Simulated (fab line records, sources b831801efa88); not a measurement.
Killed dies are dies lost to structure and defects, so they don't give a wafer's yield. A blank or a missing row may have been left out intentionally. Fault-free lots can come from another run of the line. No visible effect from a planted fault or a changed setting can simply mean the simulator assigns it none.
fab line records	flow sky130
[record] lots = 7	wafers = 21	last-day = 50
route steps=708 shown CAP2M@604 PAD_OPEN@708
lots with no fault: from the same line, run without faults
start-h: start of the lot's first displayed wafer, in hours after the record's first day	wait-h: hours elapsed since this lot's preceding step	" repeats the value in the row above	L1.1+2: a single row standing in for several wafers	- no value, or no start was given	* or withheld: withheld	< > ~ a bound
route shown NAME@n: a module of which the file shows steps, and the number in the route of the first	usual: mean/standard deviation of fault-free wafers	same: alike in all rows	chamber/n: place in a boat	sites: per-site readings	_std_site: standard deviation of those values	_edge_site: the outer-site mean with the inner-site mean subtracted	radius-mm: how far each site lies from the wafer's centre	mask NAME#n: copy n	behind: the tool/chamber that last shaped the wafer	hold: cause of the lot's hold/its duration in hours/its outcome	device: names the non-switching transistor (n, p or np)	end of line: tests run on the same wafers once the route is complete	for a step that has no rows: nothing shown but its recipe	killed: dies lost to structure and defects at the first sort, not the wafer's yield	map: dies across one wafer; x = killed, . = not, _ = none there
set.NAME: the setting that was run; set.NAME@STEP: the one run at that earlier step	model.NAME: the simulator's own value behind a step, which no gauge read
a table for each step, a row for each wafer; lots at some steps of the route
services: a tool's chamber out of use, with start hour (start-h, from the record's first day; less than 0 if before it), hours out, and reason
[[steps]]
[step SKY_CAP2M_THK_MEAS_01]
[recipe] reads = SiO2_of_CAP2M_CVD_00
[usual] CAP2M_CVD_00_THK = 15.58/0.23
lot.wafer	tool	chamber	start-h	wait-h	CAP2M_CVD_00_THK[nm]
L689.1	film-metro-04	-	945.01	-	15.55
L689.3	"	-	"	"	15.43
L689.6	"	-	"	"	15.93
L694.2	film-metro-03	-	985.57	-	15.29
L694.3	"	-	"	"	15.92
L694.6	"	-	"	"	15.92
L699.1	film-metro-01	-	1018.78	-	15.29
L699.2	"	-	"	"	15.35
L699.4	"	-	"	"	15.50
L702.2	film-metro-04	-	1030.43	-	15.42
L702.3	"	-	"	"	15.09
L702.4	"	-	"	"	15.73
L703.2	film-metro-04	-	1044.38	-	15.50
L703.3	"	-	"	"	15.49
L703.4	"	-	"	"	15.70
L708.1	film-metro-01	-	1072.83	-	15.45
L708.2	"	-	"	"	15.32
L708.6	"	-	"	"	15.56
L707.2	film-metro-04	-	1076.25	-	15.07
L707.4	"	-	"	"	15.58
L707.5	"	-	"	"	15.46
[step SKY_CAP2M_SPUTTER_02]
[recipe] material = TiN	target-thk-nm = 200	temp-c = 300	power-w = 6500	time-s = 166.7	chamber-pressure-pa = 0.4
[usual] throttle-valve-pct = 30.5/0.89
lot.wafer	tool	chamber	start-h	wait-h	throttle-valve-pct
L689.1	pvd-sputter-01	-	945.07	0.1	31.3
L689.3	"	-	"	"	29.6
L689.6	"	-	"	"	30.7
L694.2	pvd-sputter-01	-	985.62	0.0	32.3
L694.3	"	-	"	"	30.7
L694.6	"	-	"	"	30.4
L699.1	pvd-sputter-01	-	1018.84	0.1	31.5
L699.2	"	-	"	"	32.2
L699.4	"	-	"	"	30.6
L702.2	pvd-sputter-04	-	1030.48	0.0	30.6
L702.3	"	-	"	"	29.7
L702.4	"	-	"	"	28.8
L703.2	pvd-sputter-04	-	1044.43	0.0	28.9
L703.3	"	-	"	"	30.1
L703.4	"	-	"	"	30.9
L708.1	pvd-sputter-01	-	1072.89	0.1	32.2
L708.2	"	-	"	"	30.0
L708.6	"	-	"	"	30.7
L707.2	pvd-sputter-04	-	1076.30	0.0	30.0
L707.4	"	-	"	"	28.6
L707.5	"	-	"	"	30.9
[step SKY_CAP2M_RS_MEAS_03]
[recipe] thk-meas-gauge = four-point-probe	reads = TiN_of_CAP2M_SPUTTER_02
[usual] CAP2M_TIN_RS = 6.90/0.076
lot.wafer	tool	chamber	start-h	wait-h	CAP2M_TIN_RS[ohm/sq]
L689.1	film-metro-03	-	945.19	0.1	6.93
L689.3	"	-	"	"	7.01
L689.6	"	-	"	"	7.08
L694.2	film-metro-04	-	985.75	0.1	6.78
L694.3	"	-	"	"	6.92
L694.6	"	-	"	"	6.94
L699.1	film-metro-04	-	1018.95	0.1	6.88
L699.2	"	-	"	"	6.85
L699.4	"	-	"	"	7.02
L702.2	film-metro-01	-	1030.61	0.1	6.90
L702.3	"	-	"	"	7.01
L702.4	"	-	"	"	6.92
L703.2	film-metro-03	-	1044.56	0.1	6.82
L703.3	"	-	"	"	7.00
L703.4	"	-	"	"	6.87
L708.1	film-metro-03	-	1073.00	0.1	6.93
L708.2	"	-	"	"	6.90
L708.6	"	-	"	"	6.99
L707.2	film-metro-03	-	1076.53	0.2	6.97
L707.4	"	-	"	"	6.88
L707.5	"	-	"	"	6.85
[step SKY_CAP2M_THK_MEAS_04]
[recipe] thk-meas-gauge = xrf	reads = TiN_of_CAP2M_SPUTTER_02
[usual] CAP2M_TIN_THK = 199.7/2.4
lot.wafer	tool	chamber	start-h	wait-h	CAP2M_TIN_THK[nm]
L689.1	film-metro-03	-	945.31	0.1	199.1
L689.3	"	-	"	"	196.6
L689.6	"	-	"	"	195.4
L694.2	film-metro-04	-	985.86	0.1	203.0
L694.3	"	-	"	"	198.6
L694.6	"	-	"	"	198.9
L699.1	film-metro-04	-	1019.07	0.1	201.1
L699.2	"	-	"	"	202.2
L699.4	"	-	"	"	197.5
L702.2	film-metro-01	-	1030.72	0.1	198.8
L702.3	"	-	"	"	195.0
L702.4	"	-	"	"	198.4
L703.2	film-metro-03	-	1044.67	0.1	202.4
L703.3	"	-	"	"	197.4
L703.4	"	-	"	"	200.8
L708.1	film-metro-03	-	1073.12	0.1	197.8
L708.2	"	-	"	"	199.5
L708.6	"	-	"	"	197.3
L707.2	film-metro-03	-	1076.64	0.1	197.0
L707.4	"	-	"	"	200.3
L707.5	"	-	"	"	201.4
[step SKY_CAP2M_DEHYDRATE_05]
[recipe] temp-c = 200	time-s = 60
[step SKY_CAP2M_HMDS_06]
[recipe] prime-time-s = 60	prime-temp-c = 120
[step SKY_CAP2M_COAT_07]
[recipe] resist = NOVOLAK	spin-rpm = 3000	resist-thk-nm = 1140
[step SKY_CAP2M_SOFTBAKE_08]
[recipe] temp-c = 90	time-s = 60	resist = NOVOLAK
[step SKY_CAP2M_EXPOSE_09]
[recipe] mask-id = CAP2M	na = 0.6	source-shape = conventional	sigma-outer = 0.6	polarization = unpolarized	target-cd-nm = 1000	dose-mj = 159
[step SKY_CAP2M_PEB_10]
[recipe] temp-c = withheld	time-s = *	resist = NOVOLAK
[step SKY_CAP2M_DEVELOP_11]
[recipe] resist = NOVOLAK	developer = TMAH	develop-time-s = 60	dev-temp-c = 23
[step SKY_CAP2M_OVL_MEAS_12]
[usual] CAP2M_OVL = -0.3/1.2
lot.wafer	tool	chamber	start-h	wait-h	CAP2M_OVL[nm]
L689.1	overlay-01	-	969.64	0.1	1.0
L689.3	"	-	"	"	1.5
L689.6	"	-	"	"	0.1
L694.2	overlay-02	-	1009.25	0.1	-2.2
L694.3	"	-	"	"	-3.3
L694.6	"	-	"	"	-2.1
L699.1	overlay-01	-	1040.54	0.1	1.7
L699.2	"	-	"	"	-0.1
L699.4	"	-	"	"	0.9
L702.2	overlay-02	-	1052.37	0.1	-0.3
L702.3	"	-	"	"	-0.4
L702.4	"	-	"	"	-0.5
L703.2	overlay-02	-	1066.66	0.1	-2.4
L703.3	"	-	"	"	-1.9
L703.4	"	-	"	"	-1.7
L708.1	overlay-01	-	1094.56	0.1	-1.0
L708.2	"	-	"	"	-1.0
L708.6	"	-	"	"	-2.4
L707.2	overlay-01	-	1096.77	0.1	-0.7
L707.4	"	-	"	"	0.4
L707.5	"	-	"	"	0.7
[step SKY_CAP2M_METAL_ETCH_13]
[recipe] target-depth-nm = 220	stop-on = SiO2	chemistry = Cl2/BCl3	target = TiN	pressure-mtorr = 10	icp-w = 900	bias-w = 48.5	Cl2_flow_sccm = 60	bcl3-flow-sccm = 30	time-s = 62.9
[usual] bias-w = 48.52/0.16	chamber-pressure-mTorr = 10.001/0.0098	drypump-motor-current-A = 6.0/0.45	oes-product-au = 0.942/0.0075	throttle-valve-pct = 21.901/0.01
lot.wafer	tool	chamber	start-h	wait-h	bias-w	chamber-pressure-mTorr	drypump-motor-current-A	oes-product-au	rf-hours-counter-h	throttle-valve-pct	model.NOVOLAK_of_CAP2M_COAT_07.thk-nm	model.etch.depth-nm	model.CAP2M.feature-depth-nm
L689.1	rie-metal-02	1	969.68	0.0	48.18	9.981	6.1	0.940	7	21.894	995.7	199.4	199.4
L689.3	"	1	"	"	48.25	9.996	6.1	0.939	-	21.916	995.8	197.3	197.3
L689.6	"	1	"	"	48.34	10.006	6.1	0.931	-	21.906	995.8	195.5	195.5
L694.2	rie-metal-04	0	1009.28	0.0	48.75	10.017	5.8	0.947	1	21.902	1004	203.9	203.9
L694.3	"	0	"	"	48.68	10.022	5.8	0.946	-	21.891	998.5	199.6	199.6
L694.6	"	0	"	"	48.75	10.003	5.8	0.942	-	21.893	997.3	199.6	199.6
L699.1	rie-metal-02	0	1040.58	0.0	40.15	10.019	6.5	0.929	10	21.918	1006	199	199
L699.2	"	1	"	"	40.40	9.989	6.1	0.923	12	21.913	1008	195.2	195.2
L699.4	"	1	"	"	40.44	10.025	6.1	0.923	-	21.919	1008	194.8	194.8
L702.2	rie-metal-02	1	1052.40	0.0	40.22	9.996	6.1	0.928	12	21.904	1000	198	198
L702.3	"	1	"	"	40.19	10.011	6.1	0.936	-	21.916	1002	196.6	196.6
L702.4	"	0	"	"	40.51	9.987	6.5	0.936	-	21.908	997.4	199.3	199.3
L703.2	rie-metal-02	0	1066.69	0.0	40.29	9.997	6.6	0.938	12	21.903	1008	199.5	199.5
L703.3	"	0	"	"	40.33	9.987	6.6	0.935	-	21.908	1007	197.6	197.6
L703.4	"	1	"	"	40.28	9.996	6.1	0.929	-	21.902	1009	197.6	197.6
L708.1	rie-metal-01	1	1094.60	0.0	48.78	9.998	5.4	0.935	10	21.900	989.8	199.3	199.3
L708.2	"	0	"	"	48.52	9.992	6.6	0.934	23	21.897	986.4	200.2	200.2
L708.6	"	0	"	"	48.70	9.990	6.6	0.932	-	21.895	988.7	198	198
L707.2	rie-metal-01	0	1096.80	0.0	48.41	9.998	6.6	0.932	23	21.919	990.9	198.2	198.2
L707.4	"	0	"	"	48.67	10.002	6.6	0.947	-	21.903	992.5	201.2	201.2
L707.5	"	0	"	"	48.56	9.992	6.5	0.947	-	21.906	992.8	201.6	201.6
[step SKY_CAP2M_STRIP_14]
[recipe] chemistry = O2/N2	power-w = 1400	pressure-mtorr = 1500	platen-temp-c = withheld	o2-flow-sccm = 3000	n2-flow-sccm = 300	overash-fraction = 0.5
[usual] chamber-pressure-mTorr = 1500.2/1.4	drypump-motor-current-A = 5.8/0.56	n2-flow-sccm = 299.8/0.87	oes-product-au = 0.710/0.0049	strip-time-to-endpoint-s = 12.66/0.049
lot.wafer	tool	chamber	start-h	wait-h	chamber-pressure-mTorr	drypump-motor-current-A	n2-flow-sccm	oes-product-au	rf-hours-counter-h	strip-time-to-endpoint-s
L689.1	plasma-asher-03	1	969.76	0.1	1500.1	6.0	299.3	0.716	47	12.68
L689.3	"	1	"	"	1500.2	6.0	300.4	0.712	-	12.68
L689.6	"	0	"	"	1499.0	6.6	300.1	0.718	-	12.68
L694.2	plasma-asher-03	1	1009.36	0.1	1502.5	6.0	300.8	0.708	51	12.78
L694.3	"	1	"	"	1501.5	6.0	300.5	0.707	-	12.71
L694.6	"	0	"	"	1499.0	6.6	299.5	0.711	-	12.69
L699.1	plasma-asher-04	0	1040.66	0.1	1502.5	5.1	301.0	0.707	26	12.79
L699.2	"	1	"	"	1498.5	6.4	300.6	0.709	26	12.83
L699.4	"	0	"	"	1500.1	5.2	301.5	0.703	-	12.83
L702.2	plasma-asher-01	0	1052.47	0.1	1499.9	5.5	299.2	0.710	131	12.73
L702.3	"	1	"	"	1503.7	5.2	300.2	0.706	-	12.75
L702.4	"	0	"	"	1500.4	5.5	300.7	0.717	-	12.70
L703.2	plasma-asher-03	1	1066.76	0.1	1500.1	6.0	300.9	0.710	57	12.84
L703.3	"	1	"	"	1501.6	6.0	301.2	0.723	-	12.79
L703.4	"	0	"	"	1499.2	6.6	300.3	0.715	-	12.83
L708.1	plasma-asher-01	1	1094.68	0.1	1501.3	5.2	300.1	0.709	3	12.63
L708.2	"	0	"	"	1499.7	5.5	301.1	0.710	3	12.57
L708.6	"	1	"	"	1501.8	5.2	300.3	0.702	-	12.60
L707.2	plasma-asher-03	1	1096.88	0.1	1500.0	6.0	299.9	0.711	59	12.63
L707.4	"	0	"	"	1497.2	6.6	299.5	0.711	-	12.65
L707.5	"	1	"	"	1499.6	6.0	301.1	0.720	-	12.65
[step SKY_CAP2M_STRIP_15]
[recipe] chemistry = post-etch-residue-remover	time-s = 1200	temp-c = 72.5
[step SKY_PAD_OPEN_PROBE_99]
[usual] defect-limited-yield = 82.4/1.8	killed_at_M0_to_M3 = 43/6.8	killed_at_M4_up = 3.1/1.6	killed-at-contacts = 24/5.4	killed-at-front-end = 16/4.4	killed-at-other = 0.2/0.48	killed-dies = 87/8.8	killed-open = 48/6.4	killed-short = 39/6.2
[same] gross-dies = 492	killed-at-back-side = 0
lot.wafer	tool	chamber	start-h	wait-h	defect-limited-yield[%]	killed_at_M0_to_M3	killed_at_M4_up	killed-at-contacts	killed-at-front-end	killed-at-other	killed-dies	killed-open	killed-short	model.etest.tester.sort-n-pass	model.etest.via4-chain.rc-ohm	model.etest.tester.sort-yield-pct	model.etest.tester.sort_bin_5_pct	model.etest.tester.sort_bin_4_pct	model.etest.cap-mim2.leak-log10-a-cm2	model.etest.tester.sort_bin_8_pct
L689.1	prober-01	-	1088.88	0.1	81.1	47	4	26	16	0	93	53	40	399	0.8102	81.1	10.57	0	-8.961	0
L689.3	prober-01	-	1088.98	0.2	83.1	43	4	26	10	0	83	49	34	409	0.8006	83.13	9.959	0	-8.913	0
L689.6	prober-01	-	1089.13	0.2	81.3	47	4	31	9	1	92	49	43	400	0.7989	81.3	12.4	0	-9.201	0
L694.2	prober-02	-	1123.96	0.1	83.5	40	4	24	13	0	81	44	37	411	0.7708	83.54	8.943	0	-8.934	0
L694.3	prober-02	-	1124.01	0.2	80.3	47	6	31	13	0	97	52	45	395	0.7755	80.28	12.4	0	-9.381	0
L694.6	prober-02	-	1124.16	0.2	81.1	48	4	25	16	0	93	54	39	399	0.8059	81.1	11.79	0	-8.975	0
L699.1	prober-01	-	1149.05	0.1	83.1	38	2	26	17	0	83	43	40	287	1.395	58.33	34.96	1.004e-11	-4.368	6.882e-08
L699.2	prober-01	-	1149.10	0.1	80.7	46	4	37	7	1	95	50	45	0	434.1	0	12.2	80.69	-	0
L699.4	prober-01	-	1149.20	0.2	80.3	52	5	24	16	0	97	49	48	270	1.449	54.88	38.01	1.729e-08	-4.356	1.247e-09
L702.2	prober-02	-	1159.28	0.1	82.1	44	0	33	11	0	88	49	39	321	1.237	65.24	25.81	0	-4.691	7.232e-08
L702.3	prober-02	-	1159.33	0.2	81.1	37	5	28	23	0	93	46	47	359	0.9684	72.97	18.9	0	-5.67	1.233e-07
L702.4	prober-02	-	1159.38	0.2	76.0	57	5	32	22	2	118	64	54	374	0.8618	76.02	14.63	0	-8.233	0
L703.2	prober-01	-	1172.33	0.1	82.9	39	5	17	23	0	84	50	34	279	1.421	56.71	35.77	0	-4.385	0.001177
L703.3	prober-01	-	1172.38	0.2	82.5	44	2	24	16	0	86	44	42	406	0.8167	82.52	10.77	0	-8.804	0
L703.4	prober-01	-	1172.43	0.2	82.7	41	6	22	16	0	85	56	29	232	1.585	47.15	46.75	0	-4.139	0.0002676
L708.1	prober-01	-	1191.63	0.1	81.3	47	1	25	19	0	92	66	26	400	0.8306	81.3	10.98	0	-8.901	0
L708.2	prober-01	-	1191.68	0.1	85.8	38	3	17	12	0	70	42	28	422	0.7899	85.77	8.537	0	-8.671	0
L708.6	prober-01	-	1191.88	0.2	82.3	54	1	14	18	0	87	47	40	405	0.8152	82.32	10.16	0	-9.025	0
L707.2	prober-02	-	1195.30	0.1	80.7	52	1	19	23	0	95	47	48	397	0.8141	80.69	11.18	0	-8.678	0
L707.4	prober-02	-	1195.40	0.2	81.7	48	1	24	17	0	90	58	32	402	0.8218	81.71	10.57	0	-9.072	0
L707.5	prober-02	-	1195.45	0.2	80.9	45	5	21	23	0	94	46	48	398	0.8	80.89	10.57	0	-8.947	0
// killed by level:class
L689.1 VIA1:geometric-particle:open=14 VIA1:geometric-particle:short=10 LI_CONTACT:geometric-particle:open=9 CONTACT:geometric-particle:open=6 METAL1:geometric-particle:short=5 FIELD_ISO:geometric-particle:open=4 LOCAL_INTERCONNECT:geometric-particle:open=4 CONTACT:geometric-particle:short=4
L689.3 CONTACT:geometric-particle:open=13 VIA1:geometric-particle:open=8 METAL1:geometric-particle:short=7 VIA3:geometric-particle:open=6 LI_CONTACT:geometric-particle:open=5 VIA1:geometric-particle:short=5 METAL2:geometric-particle:short=5 CONTACT:geometric-particle:short=4
L689.6 VIA1:geometric-particle:open=15 CONTACT:geometric-particle:open=11 METAL2:geometric-particle:short=8 LI_CONTACT:geometric-particle:short=6 LOCAL_INTERCONNECT:geometric-particle:short=5 VIA2:geometric-particle:open=5 METAL1:geometric-particle:short=4 POLY_GATE:geometric-particle:open=4
L694.2 VIA1:geometric-particle:open=9 LI_CONTACT:geometric-particle:open=6 CONTACT:geometric-particle:open=6 METAL1:geometric-particle:short=6 VIA2:geometric-particle:open=6 METAL4:geometric-particle:short=4 LI_CONTACT:geometric-particle:short=4 CONTACT:geometric-particle:short=4
L694.3 LI_CONTACT:geometric-particle:open=10 LOCAL_INTERCONNECT:geometric-particle:short=8 METAL1:geometric-particle:short=8 METAL2:geometric-particle:short=8 VIA3:geometric-particle:open=8 VIA2:geometric-particle:open=6 CONTACT:geometric-particle:open=6 VIA1:geometric-particle:open=6
L694.6 CONTACT:geometric-particle:open=13 VIA2:geometric-particle:open=10 VIA1:geometric-particle:open=8 FIELD_ISO:geometric-particle:open=6 CONTACT:geometric-particle:short=5 VIA3:geometric-particle:open=5 METAL1:geometric-particle:short=5 VIA1:geometric-particle:short=5
L699.1 LI_CONTACT:geometric-particle:open=12 METAL1:geometric-particle:short=7 CONTACT:geometric-particle:open=7 VIA1:geometric-particle:open=7 CONTACT:geometric-particle:short=5 VIA3:geometric-particle:short=5 FIELD_ISO:geometric-particle:short=4 POLY_GATE:geometric-particle:short=4
L699.2 VIA1:geometric-particle:open=13 CONTACT:geometric-particle:open=11 LI_CONTACT:geometric-particle:open=8 CONTACT:geometric-particle:short=8 LI_CONTACT:geometric-particle:short=7 METAL2:geometric-particle:short=6 VIA3:geometric-particle:open=6 METAL1:geometric-particle:short=5
L699.4 VIA1:geometric-particle:open=11 CONTACT:geometric-particle:open=9 METAL1:geometric-particle:short=7 VIA2:geometric-particle:short=7 VIA2:geometric-particle:open=7 VIA3:geometric-particle:open=6 FIELD_ISO:geometric-particle:short=5 CONTACT:geometric-particle:short=5
L702.2 CONTACT:geometric-particle:open=11 VIA1:geometric-particle:open=11 VIA1:geometric-particle:short=8 LI_CONTACT:geometric-particle:open=7 VIA2:geometric-particle:open=6 LOCAL_INTERCONNECT:geometric-particle:short=5 CONTACT:geometric-particle:short=5 METAL2:geometric-particle:short=5
L702.3 VIA1:geometric-particle:open=12 POLY_GATE:geometric-particle:open=9 CONTACT:geometric-particle:open=7 LOCAL_INTERCONNECT:geometric-particle:short=6 CONTACT:geometric-particle:short=6 METAL1:geometric-particle:short=6 METAL2:geometric-particle:short=5 VIA2:geometric-particle:open=5
L702.4 METAL1:geometric-particle:short=12 VIA1:geometric-particle:open=12 LI_CONTACT:geometric-particle:open=10 POLY_GATE:geometric-particle:open=9 CONTACT:geometric-particle:open=8 VIA2:geometric-particle:open=8 LOCAL_INTERCONNECT:geometric-particle:short=6 CONTACT:geometric-particle:short=6
L703.2 VIA1:geometric-particle:open=9 VIA2:geometric-particle:open=9 CONTACT:geometric-particle:open=7 FIELD_ISO:geometric-particle:open=5 POLY_GATE:geometric-particle:open=5 LI_CONTACT:geometric-particle:open=5 METAL4:geometric-particle:short=5 FIELD_ISO:geometric-particle:short=4
L703.3 VIA1:geometric-particle:open=10 VIA3:geometric-particle:open=8 CONTACT:geometric-particle:short=6 CONTACT:geometric-particle:open=6 VIA2:geometric-particle:open=6 FIELD_ISO:geometric-particle:open=5 POLY_GATE:geometric-particle:short=5 LI_CONTACT:geometric-particle:open=5
L703.4 VIA3:geometric-particle:open=11 VIA1:geometric-particle:open=9 CONTACT:geometric-particle:open=8 LI_CONTACT:geometric-particle:open=7 POLY_GATE:geometric-particle:open=6 VIA2:geometric-particle:open=5 POLY_GATE:geometric-particle:short=4 METAL1:geometric-particle:short=4
L708.1 VIA1:geometric-particle:open=17 LI_CONTACT:geometric-particle:open=10 CONTACT:geometric-particle:open=9 VIA3:geometric-particle:open=7 POLY_GATE:geometric-particle:open=6 VIA2:geometric-particle:open=6 VIA2:geometric-particle:short=5 METAL3:geometric-particle:short=5
L708.2 VIA1:geometric-particle:open=14 POLY_GATE:geometric-particle:short=6 CONTACT:geometric-particle:open=6 METAL2:geometric-particle:short=6 POLY_GATE:geometric-particle:open=4 LI_CONTACT:geometric-particle:open=4 METAL1:geometric-particle:short=4 VIA3:geometric-particle:open=4
L708.6 METAL2:geometric-particle:short=11 VIA1:geometric-particle:open=9 VIA2:geometric-particle:open=7 POLY_GATE:geometric-particle:open=7 VIA1:geometric-particle:short=6 VIA3:geometric-particle:open=6 METAL1:geometric-particle:short=5 LI_CONTACT:geometric-particle:open=5
L707.2 VIA1:geometric-particle:open=9 METAL2:geometric-particle:short=9 LI_CONTACT:geometric-particle:open=7 VIA1:geometric-particle:short=7 VIA3:geometric-particle:open=6 POLY_GATE:geometric-particle:short=5 POLY_GATE:geometric-particle:open=5 CONTACT:geometric-particle:open=5
L707.4 VIA1:geometric-particle:open=15 VIA3:geometric-particle:open=12 LI_CONTACT:geometric-particle:open=11 CONTACT:geometric-particle:open=9 METAL1:geometric-particle:short=6 FIELD_ISO:geometric-particle:open=5 FIELD_ISO:geometric-particle:short=5 POLY_GATE:geometric-particle:short=4
L707.5 VIA1:geometric-particle:open=15 METAL2:geometric-particle:short=8 POLY_GATE:geometric-particle:short=7 FIELD_ISO:geometric-particle:open=6 CONTACT:geometric-particle:open=6 FIELD_ISO:geometric-particle:short=5 VIA1:geometric-particle:short=5 CONTACT:geometric-particle:short=5
[[services]]
tool	chamber	start-h	hours	kind
pvd-sputter-04	-	921.38	9.3	repair
pvd-sputter-01	0	924.05	-	consumable-replace:kit
pvd-sputter-01	0	924.05	18.0	scheduled-down
pvd-sputter-01	0	924.05	18.0	vent-cycle
plasma-asher-04	-	926.84	6.6	repair
pvd-sputter-01	-	934.40	0.5	repair
plasma-asher-04	-	958.24	2.8	pm
pvd-sputter-01	-	970.09	9.2	repair
rie-metal-01	-	992.00	36.1	repair
plasma-asher-01	-	1011.11	1.3	repair
rie-metal-01	-	1028.12	1.4	pm
rie-metal-04	0	1035.40	6.4	repair
rie-metal-04	-	1051.82	15.6	pm
plasma-asher-01	-	1055.25	9.0	pm
plasma-asher-01	0	1055.25	9.0	vent-cycle
pvd-sputter-04	-	1074.07	1.3	repair
pvd-sputter-04	3	1077.63	-	consumable-replace:kit
pvd-sputter-04	3	1077.63	18.0	scheduled-down
pvd-sputter-04	3	1077.63	18.0	vent-cycle
rie-metal-04	0	1087.94	19.3	repair
plasma-asher-04	-	1091.12	0.5	repair
pvd-sputter-01	3	1091.51	-	consumable-replace:kit
pvd-sputter-01	3	1091.51	18.0	scheduled-down
pvd-sputter-01	3	1091.51	18.0	vent-cycle
[[key]]
[first-sign] step = SKY_CAP2M_METAL_ETCH_13	reading = bias-w	direction = down	sigmas = 50	usual = 48.52	struck = 40.31
[effect] step = SKY_CAP2M_METAL_ETCH_13	reading = oes-product-au	direction = down	sigmas = 1.5	usual = 0.942	struck = 0.931	wafers-moved = 2
[effect] step = SKY_CAP2M_STRIP_14	reading = strip-time-to-endpoint-s	direction = up	sigmas = 2.5	usual = *	struck = *
[model-effect] step = SKY_CAP2M_METAL_ETCH_13	value = NOVOLAK_of_CAP2M_COAT_07.thk-nm	without = 994.2	struck = 1005
[model-effect] step = SKY_PAD_OPEN_PROBE_99	value = etest.tester.sort-n-pass	without = 399.9	struck = 280.9
met-at SKY_CAP2M_METAL_ETCH_13
struck-wafers L699.1,L699.2,L699.4,L702.2,L702.3,L702.4,L703.2,L703.3,L703.4
onset-between 969.68 1040.58
[fault] kind = process-parameter-drift	tool = rie-metal-02	chamber = -	onset-h = 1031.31	steps = SKY_CAP2M_METAL_ETCH_13	channel = bias-w	offset = -8.2246	shape = step	end-h = 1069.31	acts-in = these-recipes-only	stated = 48.5
